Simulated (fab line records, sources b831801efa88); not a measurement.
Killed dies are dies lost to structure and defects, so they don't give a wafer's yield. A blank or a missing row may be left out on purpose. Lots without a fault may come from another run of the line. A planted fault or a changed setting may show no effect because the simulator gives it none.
Which tool did it? | flow sky130 | 6 lots, 16 wafers sampled, at 2 steps of a route of 708

WHAT THE GAUGES READ, wafer by wafer
SKY_SD_N_RS_MEAS_16: measures by four-point-probe.
lot  | measured     | on            | SD_N_RS (ohm/sq)
L743 | day 29 20:23 | film_metro-01 | 68.55 68.55 68.65
L747 | day 31 07:28 | film_metro-01 | 71.34 71.43 71.30
L753 | day 33 05:59 | film_metro-02 | 68.48 68.54
L757 | day 34 09:25 | film_metro-01 | 68.59 68.69 68.63
L759 | day 35 01:36 | film_metro-03 | 68.37 68.35 68.57
L762 | day 35 12:02 | film_metro-03 | 68.59 68.52

WHICH TOOL RAN EACH LOT (tool, then ch and the chambers of the sampled wafers, then the start)
lot  | SKY_SD_N_RTA_14
L743 | rtp_anneal-01 ch 0, day 29 20:11
L747 | rtp_anneal-02 ch 0, day 31 07:18
L753 | rtp_anneal-01 ch 0, day 33 05:49
L757 | rtp_anneal-01 ch 0, day 34 09:14
L759 | rtp_anneal-01 ch 0, day 35 01:17
L762 | rtp_anneal-02 ch 0, day 35 11:50
- SKY_SD_N_RTA_14: time 2 s.

THE ANSWER, worked out from the rows above alone
Rule: what is usual is taken from the lots themselves. Put in order of their means at a reading, lots are off if they are a third of the lots or fewer, leave a main group of 4 or more, and stand apart from it by a gap of 3 or more times the standard deviation of the main group's means; of several such gaps the widest counts. A main group whose means are all the same, to the digits that the tables above print for the reading, isn't used. A lot without any number at a reading at which 4 lots or more have one is off too. The other lots that the step has rows for count as sound.
Off: L747, at SKY_SD_N_RS_MEAS_16 (SD_N_RS). The main group: mean 68.54 ohm/sq, standard deviation 0.07.
A tool fits if, at a process step before that reading, it ran every lot that is off, and no sound lot after the first of them. The gauges at SKY_SD_N_RS_MEAS_16 are tried like those tools. None of those tried fits.

WHAT THE SIMULATOR HAD PUT IN
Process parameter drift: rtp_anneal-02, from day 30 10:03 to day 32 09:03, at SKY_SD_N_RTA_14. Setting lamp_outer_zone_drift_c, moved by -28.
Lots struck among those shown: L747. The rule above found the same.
